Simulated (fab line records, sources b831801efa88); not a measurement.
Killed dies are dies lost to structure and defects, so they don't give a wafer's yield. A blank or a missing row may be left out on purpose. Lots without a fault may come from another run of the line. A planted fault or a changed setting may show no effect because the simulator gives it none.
Which tool did it? | flow gf180mcu | 11 lots, 33 wafers sampled, at 3 steps of a route of 602

WHAT THE GAUGES READ, wafer by wafer
GF_PSD_RS_MEAS_14: measures by four-point-probe.
lot  | measured     | on            | NSD_RS (ohm/sq)
L706 | day 14 17:37 | film_metro-02 | 46.15 46.11 46.07
L709 | day 15 12:53 | film_metro-03 | 46.23 46.19 46.18
L711 | day 16 10:15 | film_metro-02 | 46.18 46.16 46.28
L713 | day 17 00:11 | film_metro-02 | 46.21 46.10 46.20
L714 | day 17 10:53 | film_metro-01 | 46.21 46.15 46.20
L715 | day 17 23:23 | film_metro-01 | 45.97 46.04 45.82
L717 | day 18 17:10 | film_metro-03 | 46.13 46.25 46.25
L719 | day 19 05:25 | film_metro-02 | 46.06 46.08 46.17
L721 | day 19 23:32 | film_metro-02 | 46.09 46.09 46.17
L722 | day 20 05:47 | film_metro-01 | 49.58 49.71 49.51
L724 | day 20 22:56 | film_metro-01 | 49.60 49.61 49.59

WHICH TOOL RAN EACH LOT (tool, then ch and the chambers of the sampled wafers, then the start)
lot  | GF_NSD_IMPLANT_09               | GF_NSD_STRIP_11
L706 | implanter-02 ch 0, day 13 20:11 | plasma_asher-04 ch 0,1, day 13 20:32
L709 | implanter-04 ch 0, day 14 14:34 | plasma_asher-03 ch 0,1, day 14 14:50
L711 | implanter-02 ch 0, day 15 12:47 | plasma_asher-02 ch 0,1, day 15 13:04
L713 | implanter-02 ch 0, day 16 00:43 | plasma_asher-04 ch 0,1, day 16 00:59
L714 | implanter-04 ch 0, day 16 10:38 | plasma_asher-04 ch 0,1, day 16 10:56
L715 | implanter-02 ch 0, day 16 23:37 | plasma_asher-04 ch 0,1, day 16 23:54
L717 | implanter-02 ch 0, day 17 16:34 | plasma_asher-03 ch 1, day 17 16:51
L719 | implanter-01 ch 0, day 18 04:25 | plasma_asher-02 ch 0,1, day 18 04:43
L721 | implanter-02 ch 0, day 18 21:53 | plasma_asher-03 ch 0,1, day 18 22:11
L722 | implanter-02 ch 0, day 19 04:32 | plasma_asher-04 ch 0,1, day 19 04:50
L724 | implanter-02 ch 0, day 19 22:32 | plasma_asher-04 ch 0,1, day 19 22:49
- GF_NSD_IMPLANT_09
- GF_NSD_STRIP_11: strips in O2/N2.

THE ANSWER, worked out from the rows above alone
Rule: what is usual is taken from the lots themselves. Put in order of their means at a reading, lots are off if they are a third of the lots or fewer, leave a main group of 4 or more, and stand apart from it by a gap of 3 or more times the standard deviation of the main group's means; of several such gaps the widest counts. A main group whose means are all the same, to the digits that the tables above print for the reading, isn't used. A lot without any number at a reading at which 4 lots or more have one is off too. The other lots that the step has rows for count as sound.
Off: L722, L724, at GF_PSD_RS_MEAS_14 (NSD_RS). The main group: mean 46.14 ohm/sq, standard deviation 0.08.
A tool fits if, at a process step before that reading, it ran every lot that is off, and no sound lot after the first of them. The gauges at GF_PSD_RS_MEAS_14 are tried like those tools. Can't be told from this: 3 tools fit, implanter-02 at GF_NSD_IMPLANT_09, plasma_asher-04 at GF_NSD_STRIP_11, film_metro-01 at GF_PSD_RS_MEAS_14.

WHAT THE SIMULATOR HAD PUT IN
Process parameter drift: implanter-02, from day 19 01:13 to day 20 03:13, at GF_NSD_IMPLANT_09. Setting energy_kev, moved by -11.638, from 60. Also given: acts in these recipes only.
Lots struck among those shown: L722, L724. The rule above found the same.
